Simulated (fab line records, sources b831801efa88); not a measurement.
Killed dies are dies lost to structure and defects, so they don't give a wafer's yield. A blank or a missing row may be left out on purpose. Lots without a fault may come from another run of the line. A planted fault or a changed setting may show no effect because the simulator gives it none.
Chamber matching | flow sky130 | SKY_CONTACT_CMP_04 on cmp-01: 4 sister chambers
The step polishes SiO2. 15 wafers are shown with their chamber, then 7 later ones without.

WAFERS WITH THEIR CHAMBER
wafer  | chamber | motor_current_A (A) | time_to_endpoint_s (s)
L647.4 | 0       | 10.8                | 87
L647.5 | 2       | 12.1                | 81
L647.6 | 3       | 12.1                | 80
L646.1 | 2       | 11.8                | 77
L646.5 | 0       | 10.5                | 75
L646.6 | 1       | 12.3                | 78
L648.2 | 2       | 11.2                | 82
L648.3 | 0       | 11.1                | 81
L648.6 | 1       | 12.9                | 78
L649.3 | 3       | 12.1                | 81
L649.4 | 1       | 12.5                | 81
L649.5 | 1       | 13.1                | 82
L651.2 | 1       | 12.3                | 82
L651.3 | 3       | 12.5                | 79
L651.5 | 1       | 13.2                | 79

SIGNATURES (means of the wafers above)
reading            | chamber 0 | chamber 1 | chamber 2 | chamber 3 | scatter within a chamber
motor_current_A    | 10.800    | 12.717    | 11.700    | 12.233    | 0.371
time_to_endpoint_s | 81.00     | 80.00     | 80.00     | 80.00     | 3.1
Rule: a wafer's distance from a chamber is the root of the sum, over the readings, of the square of ((its reading less the chamber's mean) divided by the reading's scatter). The wafer belongs to the nearest chamber; if the next one is less than 2 further off, it can't be placed. The scatter: the root of (the sum of the squares of (reading less its chamber's mean) over the shown wafers, divided by (wafers less chambers)).

WAFERS WITHOUT THEIR CHAMBER
wafer  | motor_current_A (A) | time_to_endpoint_s (s)
L653.2 | 12.3                | 77
L653.4 | 10.5                | 76
L653.5 | 12.8                | 81
L658.3 | 12.2                | 86
L658.4 | 12.8                | 86
L663.2 | 10.9                | 84
L663.4 | 12.1                | 83

WHICH CHAMBER EACH WENT THROUGH
wafer  | from the rows above          | in truth
L653.2 | can't be placed: 3 or 1 or 2 | 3
L653.4 | can't be placed: 0 or 2      | 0
L653.5 | can't be placed: 1 or 3      | 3
L658.3 | can't be placed: 3 or 2 or 1 | 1
L658.4 | can't be placed: 1 or 3 or 2 | 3
L663.2 | can't be placed: 0 or 2      | 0
L663.4 | can't be placed: 3 or 2 or 1 | 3
Placed correctly: 0 of 7. Can't be placed from these rows: 7 (the true chamber is among the candidates in 7). Placed wrongly: 0.
